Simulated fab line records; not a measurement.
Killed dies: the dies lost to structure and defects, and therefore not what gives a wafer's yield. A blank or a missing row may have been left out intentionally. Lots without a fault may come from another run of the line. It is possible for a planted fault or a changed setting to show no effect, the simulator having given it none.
fab line records    flow sky130
record: lots: 24  wafers: 72  lastDay: 50
route steps=708 shown VIA1@482 CAPM@538 VIA4@642 PASSIVATION@692
lots with no fault: from the same line, run without faults
startH: the number of hours between the record's first day and the start of the first shown wafer of the lot    waitH: how many hours have passed since the lot's step before this one    " unchanged from the row above    L1.1+2: one row covering several wafers at once    - no value present, or no start provided    * or withheld: withheld    < > ~ a bound
route shown NAME@n: names a module that has steps shown in the file, with the first one's number in the route    usual: mean and standard deviation over wafers with no fault    same: alike in all rows    chamber/n: place in a boat    sites: each site's reading    _std_site: the standard deviation of these    _edge_site: the outer-site mean with the inner-site mean subtracted    radiusMm: for every site, how far away it sits from the centre of the wafer    mask NAME#n: copy n    behind: the most recent tool/chamber to have shaped the wafer    hold: what put the lot on hold/how long, in hours/how the hold closed    device: transistor that didn't switch, given as n, p or np    end of line: tests of these same wafers at the route's end    step lacking rows: just its recipe    killed: at the first sort, the dies lost to defects and structure; wafer yield is something else    map: per-die view of a wafer (x killed, . not killed, _ where there is no die)
set.NAME: the run value of the setting; set.NAME@STEP: its run value at that earlier step    model.NAME: the simulator's own value behind a step, which no gauge read
a sample of lots followed through the steps of the route, with each step as a table and each wafer as a row
services: when a tool's chamber went out of use (startH, in hours from the record's first day, below 0 if earlier), for how many hours, and the reason
== steps ==
step: SKY_VIA1_CMP_24
recipe: stopOn: SiO2  tOverpolishS: 15  downForcePsi: 3.5  platenRpm: 60  targetThkNm: 0  padVelocityMS: 0.94248
usual: motorCurrentA: 10.3/0.64  overpolishRunS: 15.000/0.0092  slurryFilterDpKPa: 13.49/0.13  timeToEndpointS: 67/4.9
lot.wafer  tool    chamber  startH  waitH  motorCurrentA  overpolishRunS  slurryFilterDpKPa  timeToEndpointS
L074.3     cmp-01  2        810.96  0.1    9.6            15.000          13.46              66
L074.4     "       3        "       "      9.8            15.005          13.33              68
L074.5     "       2        "       "      9.1            14.996          13.25              64
L075.3     cmp-02  2        819.27  0.1    11.4           15.012          13.55              55
L075.2     "       0        "       "      10.4           14.999          13.50              66
L075.5     "       1        "       "      10.6           15.013          13.43              65
L076.4     cmp-01  3        830.27  0.1    9.8            15.011          13.51              66
L076.5     "       2        "       "      9.8            15.009          13.34              64
L076.6     "       3        "       "      9.7            14.999          13.72              68
L077.1     cmp-02  0        831.93  0.1    10.6           14.992          13.63              67
L077.2     "       1        "       "      10.8           14.979          13.56              62
L077.6     "       0        "       "      10.2           14.993          13.56              66
L078.2     cmp-02  2        835.67  0.1    10.9           15.008          13.37              59
L078.4     "       3        "       "      10.7           15.013          13.54              75
L078.3     "       0        "       "      10.0           15.005          13.61              72
L079.3     cmp-02  2        838.59  0.1    10.0           14.999          13.71              52
L079.1     "       0        "       "      9.5            14.982          13.70              68
L079.6     "       1        "       "      11.4           14.996          13.56              61
L080.2     cmp-01  2        849.28  0.1    9.3            15.012          13.47              68
L080.6     "       1        "       "      11.1           14.991          13.67              70
L080.5     "       2        "       "      9.5            14.997          13.57              69
L081.1     cmp-01  0        853.13  0.1    9.8            15.000          13.46              64
L081.4     "       1        "       "      10.9           15.019          13.64              67
L081.6     "       1        "       "      11.5           14.996          13.50              69
L082.1     cmp-01  1        866.14  0.4    10.9           15.017          13.66              71
L082.5     "       3        "       "      9.8            14.984          13.57              72
L082.6     "       0        "       "      10.6           15.006          13.50              65
L083.2     cmp-01  2        871.68  0.1    10.0           14.995          13.53              68
L083.3     "       3        "       "      9.8            15.004          13.50              72
L083.5     "       1        "       "      11.5           15.015          13.37              72
L084.3     cmp-02  1        878.70  0.1    10.7           14.997          13.37              66
L084.4     "       2        "       "      10.0           15.006          13.48              57
L084.6     "       0        "       "      9.7            14.990          13.68              71
L085.1     cmp-02  0        882.19  0.1    10.1           15.011          13.53              71
L085.2     "       1        "       "      10.9           15.011          13.46              67
L085.3     "       2        "       "      10.9           14.992          13.59              61
L086.1     cmp-02  3        884.96  0.1    10.9           14.999          13.44              75
L086.4     "       2        "       "      10.5           14.993          13.61              57
L086.5     "       0        "       "      10.4           15.014          13.55              71
L088.1     cmp-02  1        902.09  0.1    10.8           15.004          13.32              67
L088.3     "       3        "       "      10.5           15.003          13.64              78
L088.5     "       1        "       "      11.2           14.996          13.40              64
L087.2     cmp-01  3        904.08  0.0    9.7            14.985          13.47              71
L087.4     "       1        "       "      11.3           15.014          13.45              70
L087.3     "       2        "       "      10.1           15.008          13.29              68
L089.3     cmp-02  0        910.43  0.0    9.9            14.990          13.55              67
L089.4     "       3        "       "      11.0           14.985          13.53              70
L089.6     "       1        "       "      10.8           14.982          13.58              66
L091.3     cmp-01  3        920.31  0.1    10.1           14.998          13.35              69
L091.1     "       1        "       "      11.3           15.001          13.37              69
L091.6     "       3        "       "      9.8            14.991          13.62              70
L090.3     cmp-01  1        922.07  0.0    11.1           14.989          13.54              72
L090.1     "       3        "       "      9.4            15.000          13.48              72
L090.6     "       1        "       "      11.5           14.997          13.34              69
L092.1     cmp-01  2        927.59  0.1    9.8            15.002          13.47              67
L092.6     "       1        "       "      11.5           14.989          13.55              71
L092.5     "       2        "       "      9.5            15.019          13.73              67
L093.3     cmp-01  0        939.18  0.1    9.8            14.999          13.46              64
L093.2     "       1        "       "      10.6           15.002          13.35              70
L093.6     "       3        "       "      9.5            14.998          13.61              69
L094.2     cmp-01  1        940.83  0.0    11.5           15.004          13.36              71
L094.5     "       1        "       "      11.2           14.993          13.28              73
L094.6     "       2        "       "      9.1            14.984          13.67              73
L095.2     cmp-01  0        957.06  0.0    9.8            14.992          13.62              64
L095.4     "       1        "       "      11.0           15.004          13.27              62
L095.5     "       1        "       "      10.8           14.990          13.56              68
L096.4     cmp-02  0        958.82  0.1    10.7           14.995          13.50              69
L096.3     "       1        "       "      11.2           14.990          13.16              66
L096.5     "       3        "       "      10.2           14.999          13.24              72
L097.1     cmp-01  1        962.58  0.1    11.5           14.992          13.57              71
L097.3     "       3        "       "      9.4            14.995          13.63              67
L097.5     "       0        "       "      10.2           15.021          13.43              62
step: SKY_CAPM_THK_MEAS_01
recipe: reads: SiO2_of_CAPM_CVD_00
usual: CAPM_CVD_00_THK: 15.55/0.27
lot.wafer  tool          chamber  startH   waitH  CAPM_CVD_00_THK[nm]
L074.3     filmMetro-03  -        867.56   -      15.47
L074.4     "             -        "        "      15.61
L074.5     "             -        "        "      15.81
L075.2     filmMetro-04  -        876.86   -      15.25
L075.3     "             -        "        "      15.48
L075.5     "             -        "        "      15.82
L077.1     filmMetro-04  -        888.35   -      15.66
L077.2     "             -        "        "      15.34
L077.6     "             -        "        "      15.82
L076.4     filmMetro-02  -        890.87   -      15.13
L076.5     "             -        "        "      15.79
L076.6     "             -        "        "      15.41
L078.2     filmMetro-04  -        892.74   -      15.03
L078.3     "             -        "        "      15.35
L078.4     "             -        "        "      15.23
L079.1     filmMetro-04  -        894.50   -      15.62
L079.3     "             -        "        "      15.34
L079.6     "             -        "        "      15.51
L080.2     filmMetro-04  -        905.65   -      15.46
L080.5     "             -        "        "      15.52
L080.6     "             -        "        "      15.50
L081.1     filmMetro-02  -        909.37   -      15.29
L081.4     "             -        "        "      15.79
L081.6     "             -        "        "      15.97
L082.1     filmMetro-02  -        921.24   -      15.40
L082.5     "             -        "        "      15.61
L082.6     "             -        "        "      15.89
L083.2     filmMetro-04  -        925.38   -      15.38
L083.3     "             -        "        "      15.34
L083.5     "             -        "        "      15.71
L084.3     filmMetro-04  -        932.09   -      15.68
L084.4     "             -        "        "      15.88
L084.6     "             -        "        "      15.73
L085.1     filmMetro-03  -        935.50   -      15.42
L085.2     "             -        "        "      15.46
L085.3     "             -        "        "      15.35
L086.1     filmMetro-02  -        938.60   -      15.77
L086.4     "             -        "        "      15.43
L086.5     "             -        "        "      15.60
L088.1     filmMetro-03  -        955.10   -      15.26
L088.3     "             -        "        "      14.98
L088.5     "             -        "        "      15.47
L087.2     filmMetro-03  -        956.18   -      15.10
L087.3     "             -        "        "      15.49
L087.4     "             -        "        "      15.24
L089.3     filmMetro-03  -        963.39   -      15.81
L089.4     "             -        "        "      15.56
L089.6     "             -        "        "      16.34
L091.1     filmMetro-04  -        972.73   -      15.39
L091.3     "             -        "        "      15.49
L091.6     "             -        "        "      15.46
L092.1     filmMetro-02  -        979.82   -      15.61
L092.5     "             -        "        "      15.96
L092.6     "             -        "        "      15.57
L090.1     filmMetro-02  -        980.78   -      15.52
L090.3     "             -        "        "      15.49
L090.6     "             -        "        "      15.93
L093.2     filmMetro-04  -        990.19   -      15.59
L093.3     "             -        "        "      15.27
L093.6     "             -        "        "      15.53
L094.2     filmMetro-04  -        992.99   -      15.33
L094.5     "             -        "        "      15.86
L094.6     "             -        "        "      15.66
L095.2     filmMetro-02  -        1007.45  -      15.37
L095.4     "             -        "        "      15.65
L095.5     "             -        "        "      16.03
L096.3     filmMetro-04  -        1009.66  -      15.52
L096.4     "             -        "        "      15.96
L096.5     "             -        "        "      15.62
L097.1     filmMetro-03  -        1013.89  -      15.24
L097.3     "             -        "        "      15.57
L097.5     "             -        "        "      16.45
step: SKY_CAPM_THK_MEAS_04
recipe: thkMeasGauge: xrf  reads: TiN_of_CAPM_SPUTTER_02
usual: CAPM_TIN_THK: 200/3.1
lot.wafer  tool          chamber  startH   waitH  CAPM_TIN_THK[nm]
L074.3     filmMetro-02  -        867.85   0.1    195
L074.4     "             -        "        "      195
L074.5     "             -        "        "      195
L075.2     filmMetro-02  -        877.15   0.1    201
L075.3     "             -        "        "      198
L075.5     "             -        "        "      202
L077.1     filmMetro-02  -        888.68   0.1    199
L077.2     "             -        "        "      201
L077.6     "             -        "        "      198
L076.4     filmMetro-03  -        891.16   0.1    196
L076.5     "             -        "        "      196
L076.6     "             -        "        "      196
L078.2     filmMetro-03  -        893.03   0.1    198
L078.3     "             -        "        "      197
L078.4     "             -        "        "      197
L079.1     filmMetro-03  -        894.78   0.1    199
L079.3     "             -        "        "      199
L079.6     "             -        "        "      199
L080.2     filmMetro-02  -        905.95   0.1    199
L080.5     "             -        "        "      201
L080.6     "             -        "        "      200
L081.1     filmMetro-04  -        909.66   0.1    196
L081.4     "             -        "        "      195
L081.6     "             -        "        "      197
L082.1     filmMetro-03  -        921.53   0.1    197
L082.5     "             -        "        "      196
L082.6     "             -        "        "      200
L083.2     filmMetro-02  -        925.68   0.1    199
L083.3     "             -        "        "      206
L083.5     "             -        "        "      204
L084.3     filmMetro-03  -        932.38   0.1    201
L084.4     "             -        "        "      201
L084.6     "             -        "        "      200
L085.1     filmMetro-02  -        935.79   0.1    205
L085.2     "             -        "        "      204
L085.3     "             -        "        "      201
L086.1     filmMetro-04  -        938.89   0.1    199
L086.4     "             -        "        "      198
L086.5     "             -        "        "      197
L088.1     filmMetro-03  -        955.39   0.1    200
L088.3     "             -        "        "      202
L088.5     "             -        "        "      201
L087.2     filmMetro-02  -        956.47   0.1    198
L087.3     "             -        "        "      197
L087.4     "             -        "        "      199
L089.3     filmMetro-02  -        963.68   0.1    206
L089.4     "             -        "        "      203
L089.6     "             -        "        "      207
L091.1     filmMetro-02  -        973.02   0.1    201
L091.3     "             -        "        "      203
L091.6     "             -        "        "      200
L092.1     filmMetro-04  -        980.11   0.1    196
L092.5     "             -        "        "      195
L092.6     "             -        "        "      200
L090.1     filmMetro-02  -        981.07   0.1    206
L090.3     "             -        "        "      203
L090.6     "             -        "        "      201
L093.2     filmMetro-03  -        990.48   0.1    195
L093.3     "             -        "        "      200
L093.6     "             -        "        "      198
L094.2     filmMetro-03  -        993.28   0.1    198
L094.5     "             -        "        "      202
L094.6     "             -        "        "      195
L095.2     filmMetro-04  -        1007.74  0.1    201
L095.4     "             -        "        "      198
L095.5     "             -        "        "      197
L096.3     filmMetro-02  -        1009.95  0.1    203
L096.4     "             -        "        "      201
L096.5     "             -        "        "      200
L097.1     filmMetro-02  -        1014.19  0.1    203
L097.3     "             -        "        "      209
L097.5     "             -        "        "      199
step: SKY_VIA4_BOW_MEAS_03
recipe: mode: bow
usual: VIA4_BOW: 80/7.6
lot.wafer  tool          chamber  startH   waitH  VIA4_BOW[um]
L074.3     filmMetro-03  -        997.74   0.3    83
L074.4     "             -        "        "      81
L074.5     "             -        "        "      88
L075.2     filmMetro-04  -        1005.59  0.3    81
L075.3     "             -        "        "      77
L075.5     "             -        "        "      96
L077.1     filmMetro-01  -        1015.38  0.2    85
L077.2     "             -        "        "      82
L077.6     "             -        "        "      90
L076.4     filmMetro-03  -        1016.98  0.2    71
L076.5     "             -        "        "      60
L076.6     "             -        "        "      76
L078.2     filmMetro-03  -        1018.85  0.2    77
L078.3     "             -        "        "      73
L078.4     "             -        "        "      79
L079.1     filmMetro-04  -        1023.07  0.2    83
L079.3     "             -        "        "      74
L079.6     "             -        "        "      86
L080.2     filmMetro-03  -        1032.00  0.2    77
L080.5     "             -        "        "      87
L080.6     "             -        "        "      76
L081.1     filmMetro-04  -        1046.02  0.1    81
L081.4     "             -        "        "      90
L081.6     "             -        "        "      82
L082.1     filmMetro-01  -        1047.34  0.1    77
L082.5     "             -        "        "      73
L082.6     "             -        "        "      77
L083.2     filmMetro-03  -        1049.90  0.1    73
L083.3     "             -        "        "      78
L083.5     "             -        "        "      77
L084.3     filmMetro-04  -        1055.05  0.3    69
L084.4     "             -        "        "      76
L084.6     "             -        "        "      79
L085.1     filmMetro-03  -        1058.10  0.2    84
L085.2     "             -        "        "      92
L085.3     "             -        "        "      80
L086.1     filmMetro-03  -        1061.65  0.1    74
L086.4     "             -        "        "      78
L086.5     "             -        "        "      75
L087.2     filmMetro-01  -        1077.49  0.2    87
L087.3     "             -        "        "      77
L087.4     "             -        "        "      84
L088.1     filmMetro-04  -        1077.82  0.1    81
L088.3     "             -        "        "      91
L088.5     "             -        "        "      87
L089.3     filmMetro-03  -        1082.33  0.2    73
L089.4     "             -        "        "      67
L089.6     "             -        "        "      74
L091.1     filmMetro-03  -        1091.92  0.2    91
L091.3     "             -        "        "      81
L091.6     "             -        "        "      86
L092.1     filmMetro-03  -        1098.11  0.1    77
L092.5     "             -        "        "      71
L092.6     "             -        "        "      71
L090.1     filmMetro-01  -        1099.09  0.1    82
L090.3     "             -        "        "      84
L090.6     "             -        "        "      85
L093.2     filmMetro-01  -        1106.33  0.2    68
L093.3     "             -        "        "      70
L093.6     "             -        "        "      80
L094.2     filmMetro-04  -        1109.26  0.2    75
L094.5     "             -        "        "      83
L094.6     "             -        "        "      77
L096.3     filmMetro-04  -        1125.30  0.3    86
L096.4     "             -        "        "      78
L096.5     "             -        "        "      78
L095.2     filmMetro-01  -        1127.94  0.3    92
L095.4     "             -        "        "      80
L095.5     "             -        "        "      82
L097.1     filmMetro-01  -        1128.62  0.1    76
L097.3     "             -        "        "      68
L097.5     "             -        "        "      77
step: SKY_VIA4_RS_MEAS_19
recipe: thkMeasGauge: four-point-probe  reads: W_of_VIA4_CVD_18+TiN_of_VIA4_SPUTTER_17
usual: VIA4_W_RS: 0.227/0.0039
lot.wafer  tool          chamber  startH   waitH  VIA4_W_RS[ohm/sq]
L074.3     filmMetro-03  -        1021.99  0.1    0.224
L074.4     "             -        "        "      0.228
L074.5     "             -        "        "      0.229
L075.2     filmMetro-01  -        1029.58  0.1    0.228
L075.3     "             -        "        "      0.233
L075.5     "             -        "        "      0.228
L077.1     filmMetro-03  -        1039.13  0.1    0.222
L077.2     "             -        "        "      0.222
L077.6     "             -        "        "      0.222
L076.4     filmMetro-03  -        1040.68  0.1    0.228
L076.5     "             -        "        "      0.226
L076.6     "             -        "        "      0.232
L078.2     filmMetro-04  -        1042.14  0.1    0.232
L078.3     "             -        "        "      0.232
L078.4     "             -        "        "      0.231
L079.1     filmMetro-01  -        1046.81  0.1    0.226
L079.3     "             -        "        "      0.230
L079.6     "             -        "        "      0.227
L080.2     filmMetro-03  -        1055.52  0.2    0.222
L080.5     "             -        "        "      0.220
L080.6     "             -        "        "      0.221
L081.1     filmMetro-04  -        1068.37  0.1    0.232
L081.4     "             -        "        "      0.229
L081.6     "             -        "        "      0.233
L082.1     filmMetro-04  -        1070.28  0.3    0.223
L082.5     "             -        "        "      0.222
L082.6     "             -        "        "      0.223
L083.2     filmMetro-01  -        1072.55  0.2    0.222
L083.3     "             -        "        "      0.227
L083.5     "             -        "        "      0.222
L084.3     filmMetro-04  -        1077.34  0.1    0.224
L084.4     "             -        "        "      0.217
L084.6     "             -        "        "      0.224
L085.1     filmMetro-04  -        1080.68  0.1    0.224
L085.2     "             -        "        "      0.228
L085.3     "             -        "        "      0.224
L086.1     filmMetro-01  -        1083.64  0.1    0.224
L086.4     "             -        "        "      0.225
L086.5     "             -        "        "      0.224
L087.2     filmMetro-01  -        1099.62  0.1    0.232
L087.3     "             -        "        "      0.227
L087.4     "             -        "        "      0.230
L088.1     filmMetro-03  -        1099.85  0.1    0.222
L088.3     "             -        "        "      0.223
L088.5     "             -        "        "      0.225
L089.3     filmMetro-03  -        1103.72  0.1    0.226
L089.4     "             -        "        "      0.221
L089.6     "             -        "        "      0.226
L091.1     filmMetro-03  -        1113.52  0.1    0.236
L091.3     "             -        "        "      0.232
L091.6     "             -        "        "      0.233
L092.1     filmMetro-03  -        1119.14  0.1    0.222
L092.5     "             -        "        "      0.226
L092.6     "             -        "        "      0.226
L090.1     filmMetro-04  -        1119.78  0.1    0.228
L090.3     "             -        "        "      0.226
L090.6     "             -        "        "      0.227
L093.2     filmMetro-04  -        1127.82  0.1    0.229
L093.3     "             -        "        "      0.228
L093.6     "             -        "        "      0.224
L094.2     filmMetro-01  -        1130.35  0.1    0.232
L094.5     "             -        "        "      0.229
L094.6     "             -        "        "      0.233
L096.3     filmMetro-04  -        1145.00  0.1    0.223
L096.4     "             -        "        "      0.222
L096.5     "             -        "        "      0.227
L095.2     filmMetro-01  -        1147.52  0.1    0.233
L095.4     "             -        "        "      0.233
L095.5     "             -        "        "      0.232
L097.1     filmMetro-04  -        1148.53  0.1    0.226
L097.3     "             -        "        "      0.223
L097.5     "             -        "        "      0.225
step: SKY_PASSIVATION_ETCH_11
recipe: chemistry: CF4/O2  targetDepthNm: 725  stopOn: AlCu  sourceW: 800  biasW: 150  pressureMtorr: 150  cf4FlowSccm: 80  O2_flow_sccm: 10  timeS: 161.1
usual: drypumpMotorCurrentA: 5.6/0.47  oesProductAu: 0.978/0.0074  throttleValvePct: 5.964/0.009
lot.wafer  tool        chamber  startH   waitH  drypumpMotorCurrentA  oesProductAu  rfHoursCounterH  throttleValvePct
L074.3     rieDiel-04  3        1067.83  -      6.2                   0.974         6                5.962
L074.4     "           1        "        "      5.7                   0.991         12               5.957
L074.5     "           1        "        "      5.7                   0.989         -                5.977
L075.2     rieDiel-02  0        1074.99  -      6.5                   0.968         6                5.966
L075.3     "           3        "        "      5.2                   0.973         7                5.980
L075.5     "           3        "        "      5.2                   0.978         -                5.958
L077.1     rieDiel-03  3        1083.09  -      5.9                   0.975         22               5.959
L077.2     "           0        "        "      5.2                   0.974         23               5.968
L077.6     "           2        "        "      5.5                   0.976         -                5.969
L076.4     rieDiel-04  3        1085.67  -      6.1                   0.981         7                5.955
L076.5     "           2        "        "      6.3                   0.977         -                5.960
L076.6     "           3        "        "      6.1                   0.970         -                5.973
L078.2     rieDiel-02  3        1086.67  -      5.2                   0.977         7                5.983
L078.3     "           2        "        "      5.5                   0.970         22               5.967
L078.4     "           1        "        "      5.2                   0.984         14               5.966
L079.1     rieDiel-02  2        1091.34  -      5.5                   0.970         22               5.960
L079.3     "           3        "        "      5.2                   0.978         8                5.964
L079.6     "           0        "        "      6.5                   0.978         -                5.960
L080.2     rieDiel-03  0        1099.52  -      5.3                   0.968         23               5.974
L080.5     "           2        "        "      5.4                   0.996         -                5.972
L080.6     "           3        "        "      5.9                   0.986         -                5.942
L081.1     rieDiel-02  1        1111.87  -      5.2                   0.979         15               5.967
L081.4     "           3        "        "      5.2                   0.982         8                5.955
L081.6     "           1        "        "      5.3                   0.992         -                5.954
L082.1     rieDiel-04  3        1113.82  -      6.1                   0.970         8                5.959
L082.5     "           1        "        "      5.7                   0.980         -                5.956
L082.6     "           0        "        "      5.1                   0.984         -                5.966
L083.2     rieDiel-03  3        1115.58  -      6.0                   0.974         -                5.970
L083.3     "           3        "        "      6.0                   0.980         -                5.973
L083.5     "           3        "        "      6.0                   0.981         -                5.951
L084.3     rieDiel-03  0        1119.39  -      5.3                   0.967         -                5.974
L084.4     "           3        "        "      5.9                   0.973         -                5.966
L084.6     "           0        "        "      5.3                   0.978         -                5.965
L085.1     rieDiel-03  0        1124.39  -      5.3                   0.968         25               5.974
L085.2     "           1        "        "      5.0                   0.975         21               5.975
L085.3     "           2        "        "      5.4                   0.969         31               5.961
L086.1     rieDiel-02  3        1127.18  -      5.2                   0.974         9                5.956
L086.4     "           0        "        "      6.5                   0.978         7                5.970
L086.5     "           3        "        "      5.2                   0.981         -                5.956
L087.2     rieDiel-02  1        1141.59  -      5.3                   0.975         16               5.954
L087.3     "           0        "        "      6.5                   0.976         8                5.962
L087.4     "           1        "        "      5.3                   0.980         -                5.964
L088.1     rieDiel-03  3        1141.62  -      5.9                   0.978         24               5.968
L088.3     "           1        "        "      5.0                   0.979         22               5.964
L088.5     "           1        "        "      5.0                   0.976         -                5.969
L089.3     rieDiel-04  2        1144.73  -      6.3                   0.985         24               5.960
L089.4     "           1        "        "      5.7                   0.983         15               5.978
L089.6     "           1        "        "      5.7                   1.000         -                5.961
L091.1     rieDiel-02  2        1152.93  -      5.5                   0.965         0                5.967
L091.3     "           3        "        "      5.2                   0.983         10               5.966
L091.6     "           3        "        "      5.2                   0.979         -                5.986
L092.1     rieDiel-02  1        1158.54  -      5.3                   0.989         16               5.965
L092.5     "           3        "        "      5.2                   0.980         -                5.972
L092.6     "           2        "        "      5.5                   0.998         -                5.959
L090.1     rieDiel-03  1        1158.73  -      5.1                   0.968         22               5.961
L090.3     "           2        "        "      5.4                   0.973         33               5.958
L090.6     "           3        "        "      5.9                   0.987         -                5.971
L093.2     rieDiel-04  0        1165.72  -      5.1                   0.969         17               5.942
L093.3     "           3        "        "      6.1                   0.976         10               5.967
L093.6     "           1        "        "      5.7                   0.985         -                5.956
L094.2     rieDiel-02  0        1168.58  -      6.5                   0.967         9                5.962
L094.5     "           1        "        "      5.3                   0.974         -                5.964
L094.6     "           2        "        "      5.5                   0.982         -                5.985
L096.3     rieDiel-03  3        1181.07  -      6.0                   0.969         -                5.975
L096.4     "           0        "        "      5.2                   0.982         -                5.950
L096.5     "           3        "        "      6.0                   0.991         -                5.965
L095.2     rieDiel-04  1        1184.04  -      5.7                   0.976         17               5.976
L095.4     "           0        "        "      5.1                   0.982         -                5.963
L095.5     "           2        "        "      6.3                   0.990         -                5.973
L097.1     rieDiel-02  0        1185.39  -      6.5                   0.961         9                5.957
L097.3     "           2        "        "      5.5                   0.977         1                5.957
L097.5     "           3        "        "      5.2                   0.968         -                5.963
== services ==
tool        chamber  startH   hours  kind
rieDiel-03  1        804.36   7.5    repair
cmp-01      -        837.86   6.0    pm
rieDiel-02  -        859.11   0.7    repair
cmp-02      -        859.90   6.8    pm
cmp-01      -        872.10   10.1   pm
rieDiel-03  1        906.54   11.6   repair
cmp-01      -        906.90   1.4    repair
cmp-01      -        912.00   4.0    pm
rieDiel-02  0        938.22   9.7    repair
cmp-02      -        938.69   7.0    repair
cmp-02      -        948.08   2.4    repair
cmp-01      -        948.71   2.7    repair
cmp-01      -        953.87   1.0    repair
rieDiel-02  1        955.59   1.4    repair
rieDiel-02  -        1063.48  0.1    repair
cmp-02      -        1084.00  4.0    pm
cmp-01      -        1106.46  5.6    pm
rieDiel-02  -        1107.18  1.5    repair
cmp-02      -        1136.23  13.7   pm
rieDiel-02  -        1137.40  0.1    repair
cmp-02      -        1149.91  5.1    pm
cmp-02      -        1166.12  4.4    repair
cmp-01      -        1173.91  4.0    pm
cmp-01      -        1174.90  1.0    repair
== key ==
fault none
